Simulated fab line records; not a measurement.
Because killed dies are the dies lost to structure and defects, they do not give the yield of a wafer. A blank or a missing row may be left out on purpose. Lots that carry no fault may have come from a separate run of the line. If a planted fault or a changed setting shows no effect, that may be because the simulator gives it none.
Problem report in the 8D (eight disciplines) form, filled by code    flow gf180mcu    the parts of the form that need people (team, actions taken, sign-off) are left out

1. PROBLEM STATEMENT
Wafers free of any fault read 1168 ohm/sq (standard deviation 3.7) for MVPSD_RS at GF_VT_IMPLANT_RS_MEAS_49, against a mean of 1210 ohm/sq on 6 wafers of 2 lots. Measured from the usual mean, that is +11 standard deviations.
The step: measures by four-point-probe.
First observed at day 9 13:56: wafer L633.2, on film_metro-02. The record holds 42 wafers of 14 lots with a number at this step. Rule for "out", or "out of limits": more than 4 standard deviations from the usual mean. The other wafers with a number count as sound.

2. WHAT IT IS, WHAT IT ISN'T
question                     is                      is not
which readings at this step  MVPSD_RS                -
which lots                   L633, L635              L626, L627, L628, L629, L631, L632, L637, L640, L645, L646, L647, L649
which wafers of those lots   all that have a number  -
read on which gauges         film_metro-02           film_metro-01, film_metro-03
when                         from day 9 13:56        up to then (18 sound wafers); but 18 sound wafers of L637, L640, L645, L646, L647, L649 came after

3. THE SUSPECTS, EACH WITH WHAT RULES IT OUT
Counting: any tool at a process step up to the reading is kept as a suspect provided that every lot that is out went through it and no sound lot did after the first of them.
- the gauge at GF_VT_IMPLANT_RS_MEAS_49 is ruled out. All the wafers that are out were read on film_metro-02, but those of them that GF_MVPSD_IMPLANT_09 has rows for are out there too, on other tools.
- implanter-02 at GF_MVPSD_IMPLANT_09: ruled out as a lasting fault. Sound lots L645, L649 ran on it after its first lot that is out, L633 (day 6 19:13).
Left after counting: nothing in the record.

4. THE CAUSE (what the simulator had put in)
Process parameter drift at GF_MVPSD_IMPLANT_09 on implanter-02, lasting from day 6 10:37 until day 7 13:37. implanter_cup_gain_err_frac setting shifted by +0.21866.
The count ruled it out by mistake, since the rule takes a fault to strike every lot its tool runs from the start of the fault on, and this one did not do so.

5. THE EFFECT CHAIN, in route order
Rows list readings where the struck wafers' mean (over those with a number) sits beyond 3 standard deviations from the usual. Scope: only readings with a usual standard deviation given in the record; hours: median across lots of the time from each lot's start at the first step in this table that gives one to its start at this step; sigmas: change in usual standard deviations.
hours  step                      reading             usual        on struck wafers  change  sigmas
0      GF_MVPSD_IMPLANT_09       beam_on_s           9.99 s       8.23              -1.76   -8.8
0      GF_MVPSD_IMPLANT_09       faraday_current_uA  28.2         34.2              +6.1    +11
67     GF_VT_IMPLANT_RS_MEAS_49  MVPSD_RS            1168 ohm/sq  1210              +42     +11
The process steps in it:
- GF_MVPSD_IMPLANT_09
Later measuring or inspecting steps at which every struck wafer that the step has a row for has a number for every such reading, and none has moved that far: GF_POLY_GATE_CD_MEAS_18.

6. HOW IT WOULD HAVE BEEN CAUGHT EARLIER
In this record the first reading out of limits at a measuring or inspecting step was taken at day 9 13:56, 75 hours after the fault began at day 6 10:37.
At GF_MVPSD_IMPLANT_09, the tool's own readings (beam_on_s, faraday_current_uA) were out on each struck wafer the step has a row for, so an alarm limit on them would have fired on the first such wafer.
